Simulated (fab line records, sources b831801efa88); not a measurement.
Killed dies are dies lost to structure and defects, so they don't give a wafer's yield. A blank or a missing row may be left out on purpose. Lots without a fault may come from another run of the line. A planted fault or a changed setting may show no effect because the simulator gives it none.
Tool commonality check | flow gf180mcu | 15 lots, 45 wafers sampled

WHY IT WAS OPENED
At GF_POLY_GATE_THK_MEAS_01 the reading POLY_GATE_CVD_00_THK is flagged on 3 of 15 lots. Wafers without a fault read 200.6 nm, standard deviation 1.4.
Rule: a lot is flagged when every wafer of it that has a number lies more than 4 standard deviations from that mean, or none has a number. The other lots count as sound.

lot  | measured     | on            | POLY_GATE_CVD_00_THK (nm), wafer by wafer | flag
L351 | day 8 07:24  | film_metro-03 | 202.8 204.5 201.9                         |
L352 | day 8 23:39  | film_metro-03 | 198.7 198.2 198.4                         |
L353 | day 9 02:56  | film_metro-03 | 199.0 199.5 199.6                         |
L354 | day 9 04:30  | film_metro-02 | 200.5 201.3 199.5                         |
L355 | day 9 18:32  | film_metro-03 | 200.0 200.9 199.7                         |
L357 | day 10 04:44 | film_metro-04 | 200.0 200.5 201.9                         |
L356 | day 10 05:08 | film_metro-04 | 201.7 200.9 200.5                         |
L359 | day 10 20:50 | film_metro-03 | 199.0 198.6 199.2                         |
L360 | day 11 04:59 | film_metro-03 | 200.1 200.6 200.0                         |
L363 | day 11 23:01 | film_metro-02 | 199.7 202.8 201.1                         |
L368 | day 13 08:19 | film_metro-04 | 198.5 199.5 200.6                         |
L369 | day 13 18:22 | film_metro-04 | 296.8 295.9 297.2                         | FLAGGED
L370 | day 13 21:19 | film_metro-04 | 295.4 294.4 294.3                         | FLAGGED
L371 | day 14 05:55 | film_metro-03 | 296.7 296.3 296.3                         | FLAGGED
L372 | day 14 13:05 | film_metro-04 | 202.2 202.1 201.8                         |
The numbers of the flagged lots are 295.9 nm on average: +95.3 nm against the usual, or +68 standard deviations.

WHICH TOOL RAN EACH LOT
The record holds 2 process steps before the reading, out of a route of 602 steps. In each cell: the tool, then ch and the chambers that the sampled wafers went through, then the start.
lot  | flag    | GF_VT_IMPLANT_RTA_45             | GF_POLY_GATE_CVD_00
L351 |         | rtp_anneal-01 ch 0, day 7 10:34  | lpcvd-02 ch 1, day 8 06:04
L352 |         | rtp_anneal-01 ch 0, day 8 00:57  | lpcvd-01 ch 1, day 8 22:19
L353 |         | rtp_anneal-01 ch 0, day 8 05:00  | lpcvd-02 ch 0, day 9 01:35
L354 |         | rtp_anneal-02 ch 0, day 8 05:34  | lpcvd-01 ch 0, day 9 03:08
L355 |         | rtp_anneal-01 ch 0, day 8 18:43  | lpcvd-02 ch 0, day 9 17:12
L357 |         | rtp_anneal-01 ch 0, day 9 05:18  | lpcvd-01 ch 0, day 10 03:22
L356 |         | rtp_anneal-02 ch 0, day 9 06:20  | lpcvd-02 ch 0, day 10 03:47
L359 |         | rtp_anneal-02 ch 0, day 9 21:11  | lpcvd-02 ch 1, day 10 19:30
L360 |         | rtp_anneal-01 ch 0, day 10 05:00 | lpcvd-02 ch 1, day 11 03:40
L363 |         | rtp_anneal-02 ch 0, day 10 21:02 | lpcvd-02 ch 1, day 11 21:01
L368 |         | rtp_anneal-02 ch 0, day 12 06:35 | lpcvd-01 ch 1, day 13 06:59
L369 | FLAGGED | rtp_anneal-02 ch 0, day 12 15:49 | lpcvd-01 ch 0, day 13 17:00
L370 | FLAGGED | rtp_anneal-01 ch 0, day 12 20:04 | lpcvd-01 ch 0, day 13 19:58
L371 | FLAGGED | rtp_anneal-02 ch 0, day 13 04:22 | lpcvd-01 ch 0, day 14 04:33
L372 |         | rtp_anneal-02 ch 0, day 13 10:54 | lpcvd-02 ch 0, day 14 11:45
What these steps do:
- GF_VT_IMPLANT_RTA_45: time 30 s.
- GF_POLY_GATE_CVD_00: deposits poly-Si, target thk 200 nm, time 1200 s.
- GF_POLY_GATE_THK_MEAS_01

FLAGGED OVER TOTAL, TOOL BY TOOL (the gauges that took the reading come last)
step                     | tool          | lots run | flagged | share of the flagged lots | sound lots run after its first flagged lot
GF_VT_IMPLANT_RTA_45     | rtp_anneal-01 | 7        | 1       | some                      | 0
GF_VT_IMPLANT_RTA_45     | rtp_anneal-02 | 8        | 2       | some                      | 1 (L372)
GF_POLY_GATE_CVD_00      | lpcvd-01      | 7        | 3       | all                       | 0
GF_POLY_GATE_CVD_00      | lpcvd-02      | 8        | 0       | none                      | -
GF_POLY_GATE_THK_MEAS_01 | film_metro-02 | 2        | 0       | none                      | -
GF_POLY_GATE_THK_MEAS_01 | film_metro-03 | 7        | 1       | some                      | 0
GF_POLY_GATE_THK_MEAS_01 | film_metro-04 | 6        | 2       | some                      | 1 (L372)

WHAT THE TABLE ALLOWS
1 row of the table ran every flagged lot: lpcvd-01 at GF_POLY_GATE_CVD_00.
- lpcvd-01 at GF_POLY_GATE_CVD_00: 3 of its 7 lots flagged. Its last sound lot is L368 (day 13 06:59), its first flagged lot L369 (day 13 17:00): a fault that began between those two fits.
One tool is left: lpcvd-01 at GF_POLY_GATE_CVD_00.

WHAT THE SIMULATOR HAD PUT IN
Process parameter drift: lpcvd-01, from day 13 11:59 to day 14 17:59, at GF_POLY_GATE_CVD_00. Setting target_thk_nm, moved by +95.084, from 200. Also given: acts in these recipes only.
Lots struck among those shown: L369, L370, L371. The rule above found the same.
